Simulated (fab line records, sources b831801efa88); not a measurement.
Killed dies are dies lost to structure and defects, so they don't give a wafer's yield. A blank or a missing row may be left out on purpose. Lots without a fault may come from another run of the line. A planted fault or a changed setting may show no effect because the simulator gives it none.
fab line records | flow sky130
record lots=15 wafers=45 last_day=51
route steps=708 shown METAL2@486 VIA2@531 METAL3@535
lots that met no fault: from a run of the same line without faults
start_h: hours from the record's first day to the start of the lot's first wafer shown | wait_h: hours since the lot's step before | " the same as in the row above | L1.1+2: a row that stands for several wafers | - no value, or no start given | * or withheld: withheld | < > ~ a bound
route shown NAME@n: a module of which the file shows steps, and the number in the route of the first | usual: mean/standard deviation of fault-free wafers | same: alike in all rows | chamber/n: place in a boat | sites: the reading at each site | _std_site: their standard deviation | _edge_site: outer sites' mean less inner sites' | radius_mm: how far each site lies from the wafer's centre | mask NAME#n: copy n | behind: the tool/chamber that last shaped the wafer | hold: why the lot was held/for how many hours/how that ended | device: the transistor (n, p or np) that didn't switch | end of line: the same wafers' tests at the end of the route | a step without rows: its recipe alone | killed: dies lost to structure and defects at the first sort, not the wafer's yield | map: a wafer's dies, x killed, . not, _ none there
set.NAME: the setting as run; set.NAME@STEP: as run at that earlier step | model.NAME: the simulator's own value behind a step, which no gauge read
steps of the route over a sample of lots; a table a step, a row a wafer
services: from which hour (start_h, from the record's first day; less than 0 if before it) a tool's chamber was out of use, for how many hours, and why
## steps
# step SKY_METAL2_SPUTTER_03
# recipe material=Ti target_thk_nm=5 power_w=3000 time_s=3.3 chamber_pressure_pa=0.4
# usual cathode_dc_power_W=3000.0/0.53 chamber_pressure_pa=0.3998/0.00084 throttle_valve_pct=29.4/0.9
# columns lot.wafer tool chamber start_h wait_h cathode_dc_power_W chamber_pressure_pa throttle_valve_pct
L395.1 pvd_sputter-02 - 823.95 0.0 3000.3 0.4000 30.5
L395.3 " - " " 3000.6 0.4000 29.4
L395.4 " - " " 3000.7 0.4006 27.7
L398.1 pvd_sputter-04 - 848.98 0.0 2999.7 0.3998 30.1
L398.4 " - " " 3000.5 0.4000 30.4
L398.6 " - " " 2999.5 0.4003 30.5
L399.4 pvd_sputter-02 - 849.90 0.0 3000.2 0.3998 30.6
L399.5 " - " " 3000.0 0.3990 27.5
L399.6 " - " " 3000.2 0.4004 29.0
L400.3 pvd_sputter-02 - 856.46 0.0 3000.2 0.3982 27.5
L400.5 " - " " 2999.4 0.3982 27.6
L400.6 " - " " 2999.3 0.3982 29.0
L402.1 pvd_sputter-04 - 877.34 0.0 2999.8 0.3991 30.1
L402.2 " - " " 2999.2 0.4005 29.9
L402.3 " - " " 2999.6 0.3980 29.2
L404.2 pvd_sputter-04 - 891.64 0.0 2999.9 0.4000 30.2
L404.3 " - " " 2999.1 0.4015 29.0
L404.6 " - " " 3000.5 0.3997 28.9
L405.1 pvd_sputter-03 - 901.08 0.0 3000.8 0.4013 29.7
L405.2 " - " " 3000.4 0.3994 29.8
L405.3 " - " " 3000.0 0.3993 29.1
L406.2 pvd_sputter-03 - 902.77 0.0 3000.7 0.4007 29.1
L406.4 " - " " 3000.5 0.3980 29.8
L406.6 " - " " 3000.3 0.4003 29.2
L407.1 pvd_sputter-02 - 909.99 0.0 2999.6 0.3997 28.8
L407.2 " - " " 3000.4 0.3996 27.7
L407.5 " - " " 3000.4 0.4003 27.4
L408.3 pvd_sputter-02 - 922.84 0.0 3000.4 0.3994 27.5
L408.5 " - " " 3000.1 0.3996 29.4
L408.6 " - " " 3000.9 0.4006 29.1
L411.1 pvd_sputter-04 - 945.79 0.0 3000.3 0.3990 30.5
L411.2 " - " " 2999.5 0.4010 29.0
L411.5 " - " " 3000.8 0.3997 29.2
L414.1 pvd_sputter-04 - 960.71 0.0 3000.4 0.4005 30.3
L414.2 " - " " 2999.1 0.4000 29.2
L414.3 " - " " 2999.6 0.4005 30.2
L415.1 pvd_sputter-04 - 969.52 0.0 3000.3 0.3990 28.9
L415.4 " - " " 3000.2 0.3993 30.2
L415.6 " - " " 2999.6 0.3998 30.2
L416.3 pvd_sputter-02 - 971.20 0.0 2999.0 0.4005 29.5
L416.5 " - " " 3000.9 0.3997 29.0
L416.6 " - " " 2999.5 0.4004 29.6
L417.2 pvd_sputter-02 - 974.38 0.0 2999.9 0.3994 28.0
L417.3 " - " " 2998.6 0.3998 30.3
L417.6 " - " " 3000.3 0.4002 27.8
# step SKY_VIA2_CMP_24
# recipe stop_on=SiO2 t_overpolish_s=20 down_force_psi=3.5 platen_rpm=60 target_thk_nm=0 pad_velocity_m_s=0.94248
# usual motor_current_A=11.3/1.4 overpolish_run_s=20.000/0.0092 time_to_endpoint_s=104.0/2.9
# columns lot.wafer tool chamber start_h wait_h motor_current_A overpolish_run_s time_to_endpoint_s
L395.1 cmp-02 1 880.80 0.1 12.1 20.016 98.6
L395.4 " 3 " " 13.9 20.010 103.5
L395.3 " 0 " " 8.0 20.001 101.9
L398.1 cmp-02 0 904.37 0.1 8.6 19.999 105.1
L398.4 " 1 " " 11.8 20.016 100.6
L398.6 " 3 " " 13.5 19.996 100.3
L399.4 cmp-02 3 906.88 0.1 14.0 20.000 100.7
L399.5 " 2 " " 10.9 19.991 103.2
L399.6 " 3 " " 14.2 20.005 99.1
L400.3 cmp-01 2 911.63 0.0 11.4 20.001 108.7
L400.5 " 2 " " 11.8 19.996 101.6
L400.6 " 3 " " 11.5 19.997 111.3
L402.3 cmp-01 3 932.58 0.0 11.3 20.008 108.8
L402.1 " 0 " " 11.1 20.018 105.1
L402.2 " 1 " " 11.4 19.993 102.5
L404.3 cmp-01 2 946.44 0.0 11.8 20.004 102.6
L404.2 " 3 " " 12.2 19.993 107.9
L404.6 " 3 " " 12.0 20.000 104.0
L405.1 cmp-02 0 953.49 0.1 8.4 20.005 103.0
L405.3 " 1 " " 12.2 20.022 99.0
L405.2 " 2 " " 11.3 19.983 101.6
L406.2 cmp-01 1 955.84 0.0 11.5 20.000 105.3
L406.4 " 0 " " 10.4 19.987 101.1
L406.6 " 1 " " 11.0 20.010 106.5
L407.2 cmp-02 2 963.33 0.1 10.7 20.005 104.6
L407.1 " 3 " " 13.6 19.996 101.1
L407.5 " 1 " " 12.2 20.004 102.7
L408.3 cmp-02 0 975.53 0.0 8.1 19.998 108.2
L408.5 " 0 " " 8.3 19.980 106.2
L408.6 " 1 " " 11.6 19.987 108.9
L411.2 cmp-01 1 998.23 0.3 11.5 19.999 102.0
L411.1 " 3 " " 11.2 20.010 103.7
L411.5 " 2 " " 11.2 20.023 102.3
L414.3 cmp-01 2 1011.31 0.0 12.2 19.999 111.9
L414.2 " 3 " " 11.9 20.010 111.7
L414.1 " 0 " " 10.9 20.006 103.3
L415.1 cmp-01 1 1019.87 0.1 11.2 20.004 100.9
L415.4 " 2 " " 11.7 20.001 105.0
L415.6 " 0 " " 10.6 19.983 104.2
L416.3 cmp-02 0 1021.52 0.2 8.6 19.999 108.5
L416.6 " 1 " " 12.1 19.993 105.8
L416.5 " 2 " " 10.9 20.001 105.7
L417.2 cmp-02 1 1025.27 0.1 11.9 19.992 104.1
L417.3 " 2 " " 10.8 19.987 103.5
L417.6 " 3 " " 13.6 19.994 101.7
# step SKY_METAL3_SPUTTER_03
# recipe material=Ti target_thk_nm=5 power_w=3000 time_s=3.3 chamber_pressure_pa=0.4
# usual cathode_dc_power_W=3000.0/0.52 chamber_pressure_pa=0.4001/0.00073 throttle_valve_pct=30.0/0.76
# columns lot.wafer tool chamber start_h wait_h cathode_dc_power_W chamber_pressure_pa throttle_valve_pct
L395.1 pvd_sputter-03 - 881.20 0.0 3000.1 0.4009 29.3
L395.3 " - " " 2999.8 0.4016 30.7
L395.4 " - " " 3000.0 0.3999 29.7
L398.1 pvd_sputter-04 - 904.66 0.0 3000.6 0.3999 29.1
L398.4 " - " " 3000.3 0.4010 30.0
L398.6 " - " " 2999.9 0.3994 28.9
L399.4 pvd_sputter-01 - 907.22 0.0 3000.0 0.3988 30.0
L399.5 " - " " 2999.8 0.3992 31.9
L399.6 " - " " 3000.2 0.3994 29.9
L400.3 pvd_sputter-03 - 912.02 0.0 3000.5 0.4004 28.9
L400.5 " - " " 3000.3 0.4001 29.8
L400.6 " - " " 3000.3 0.4007 29.6
L402.1 pvd_sputter-01 - 932.97 0.0 2999.6 0.3996 31.6
L402.2 " - " " 3000.5 0.4005 30.0
L402.3 " - " " 2999.8 0.3992 29.6
L404.2 pvd_sputter-03 - 946.82 0.0 2999.0 0.3998 29.7
L404.3 " - " " 2999.7 0.4000 30.8
L404.6 " - " " 2999.9 0.4000 29.2
L405.1 pvd_sputter-04 - 953.83 0.0 3000.4 0.3987 28.8
L405.2 " - " " 3000.7 0.4004 29.2
L405.3 " - " " 2999.8 0.4003 30.0
L406.2 pvd_sputter-04 - 956.23 0.0 - - -
L406.4 " - " " - - -
L406.6 " - " " - - -
L407.1 pvd_sputter-01 - 963.62 0.0 - - -
L407.2 " - " " - - -
L407.5 " - " " - - -
L408.3 pvd_sputter-01 - 975.92 0.0 - - -
L408.5 " - " " - - -
L408.6 " - " " - - -
L411.1 pvd_sputter-01 - 998.62 0.0 2999.3 0.4004 29.3
L411.2 " - " " 2999.5 0.3992 30.4
L411.5 " - " " 3000.5 0.4005 29.1
L414.1 pvd_sputter-01 - 1011.69 0.0 2999.4 0.4001 30.6
L414.2 " - " " 3000.1 0.4003 31.6
L414.3 " - " " 3000.6 0.4001 29.7
L415.1 pvd_sputter-01 - 1020.21 0.0 3001.0 0.4006 30.5
L415.4 " - " " 2999.8 0.4022 31.7
L415.6 " - " " 3000.5 0.4000 29.5
L416.3 pvd_sputter-03 - 1021.75 0.0 3000.0 0.3992 29.2
L416.5 " - " " 3000.4 0.4006 29.3
L416.6 " - " " 3000.0 0.4004 30.8
L417.2 pvd_sputter-03 - 1025.55 0.0 2999.2 0.4002 29.8
L417.3 " - " " 2999.2 0.3991 30.8
L417.6 " - " " 2999.8 0.3997 29.7
# step SKY_METAL3_SPUTTER_04
# recipe material=TiN target_thk_nm=70 power_w=6500 time_s=58.3 chamber_pressure_pa=0.4
# usual cathode_dc_power_W=6500.1/1.3 chamber_pressure_pa=0.3999/0.00082 throttle_valve_pct=30.0/0.75
# columns lot.wafer tool chamber start_h wait_h cathode_dc_power_W chamber_pressure_pa throttle_valve_pct
L395.1 pvd_sputter-03 - 881.22 0.0 6500.3 0.4002 29.3
L395.3 " - " " 6499.3 0.3996 31.2
L395.4 " - " " 6500.7 0.3981 29.5
L398.1 pvd_sputter-04 - 904.68 0.0 6499.6 0.4001 29.1
L398.4 " - " " 6498.5 0.4007 29.9
L398.6 " - " " 6499.9 0.4006 28.9
L399.4 pvd_sputter-01 - 907.23 0.0 6500.7 0.3991 29.6
L399.5 " - " " 6500.0 0.4004 31.7
L399.6 " - " " 6498.9 0.4000 29.8
L400.3 pvd_sputter-03 - 912.03 0.0 6499.1 0.4002 29.3
L400.5 " - " " 6497.3 0.4014 29.9
L400.6 " - " " 6501.0 0.3988 29.6
L402.1 pvd_sputter-01 - 932.99 0.0 6500.4 0.3998 31.9
L402.2 " - " " 6497.6 0.4001 29.9
L402.3 " - " " 6496.6 0.4005 29.3
L404.2 pvd_sputter-03 - 946.84 0.0 6499.8 0.3982 29.4
L404.3 " - " " 6499.9 0.4006 30.7
L404.6 " - " " 6500.9 0.4012 29.3
L405.1 pvd_sputter-04 - 953.85 0.0 6499.8 0.3993 29.2
L405.2 " - " " 6499.5 0.4005 29.0
L405.3 " - " " 6500.5 0.4001 30.1
L406.2 pvd_sputter-04 - 956.25 0.0 6500.0 0.3986 29.8
L406.4 " - " " 6500.0 0.4007 30.4
L406.6 " - " " 6500.8 0.4015 29.1
L407.1 pvd_sputter-01 - 963.64 0.0 6498.9 0.3995 30.6
L407.2 " - " " 6499.8 0.4003 31.7
L407.5 " - " " 6501.6 0.3993 29.5
L408.3 pvd_sputter-01 - 975.94 0.0 6499.5 0.4015 30.5
L408.5 " - " " 6501.7 0.3989 29.7
L408.6 " - " " 6500.5 0.3997 30.6
L411.1 pvd_sputter-01 - 998.64 0.0 6499.4 0.4014 29.6
L411.2 " - " " 6499.8 0.4001 30.6
L411.5 " - " " 6497.6 0.4010 29.7
L414.1 pvd_sputter-01 - 1011.71 0.0 6500.6 0.4004 30.6
L414.2 " - " " 6501.8 0.4001 31.6
L414.3 " - " " 6499.3 0.4006 29.7
L415.1 pvd_sputter-01 - 1020.23 0.0 6500.4 0.4002 30.4
L415.4 " - " " 6501.5 0.3999 31.7
L415.6 " - " " 6499.4 0.3992 29.7
L416.3 pvd_sputter-03 - 1021.77 0.0 6500.4 0.3985 29.0
L416.5 " - " " 6501.3 0.3982 29.3
L416.6 " - " " 6499.6 0.3999 30.8
L417.2 pvd_sputter-03 - 1025.57 0.0 6500.8 0.3990 29.5
L417.3 " - " " 6497.9 0.4003 30.7
L417.6 " - " " 6498.9 0.3998 29.8
## services
# columns tool chamber start_h hours kind
cmp-02 - 808.24 0.7 repair
pvd_sputter-04 - 853.66 4.9 repair
pvd_sputter-01 - 865.90 2.4 repair
pvd_sputter-01 - 876.03 14.1 repair
pvd_sputter-01 - 883.19 3.2 repair
pvd_sputter-04 - 884.17 3.1 repair
pvd_sputter-03 - 892.49 1.0 repair
cmp-01 - 899.73 6.1 pm
cmp-01 - 912.00 4.0 pm
cmp-01 - 916.00 - consumable_replace:conditioner
cmp-01 - 916.00 - consumable_replace:pad
cmp-01 - 930.00 1.3 repair
cmp-01 - 949.49 3.7 repair
cmp-02 - 966.63 0.8 repair
pvd_sputter-02 - 969.60 1.2 repair
cmp-01 - 980.13 2.3 repair
cmp-02 - 996.82 0.4 repair
cmp-02 - 997.22 6.5 pm
pvd_sputter-02 - 1010.82 1.4 repair
pvd_sputter-04 - 1025.43 6.6 repair
## key
first_sign step=SKY_METAL3_SPUTTER_03 reading=tool_record direction=missing
effect none on later readings
met_at SKY_METAL3_SPUTTER_03
struck_lots L406,L407,L408
later_rows_left_out L406.2,L406.4,L406.6,L407.1,L407.2,L407.5,L408.3,L408.5,L408.6
sort_left_out L406.2,L406.4,L406.6,L407.1,L407.2,L407.5,L408.3,L408.5,L408.6
not_acting_at SKY_METAL2_SPUTTER_03,SKY_VIA2_CMP_24,SKY_METAL3_SPUTTER_04
onset_between 953.83 956.23
fault kind=skipped_step_whole tool=pvd_sputter-01,pvd_sputter-04 chamber=- onset_h=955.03 steps=SKY_METAL3_SPUTTER_03 scope=struck_lots_only
# sort_left_out: the simulated sort isn't trusted on such a fault, so these wafers' sort isn't shown, and their yield isn't known
# later_rows_left_out: the simulator's readings of these wafers behind a module that went badly wrong aren't trusted and aren't shown, but for the sort
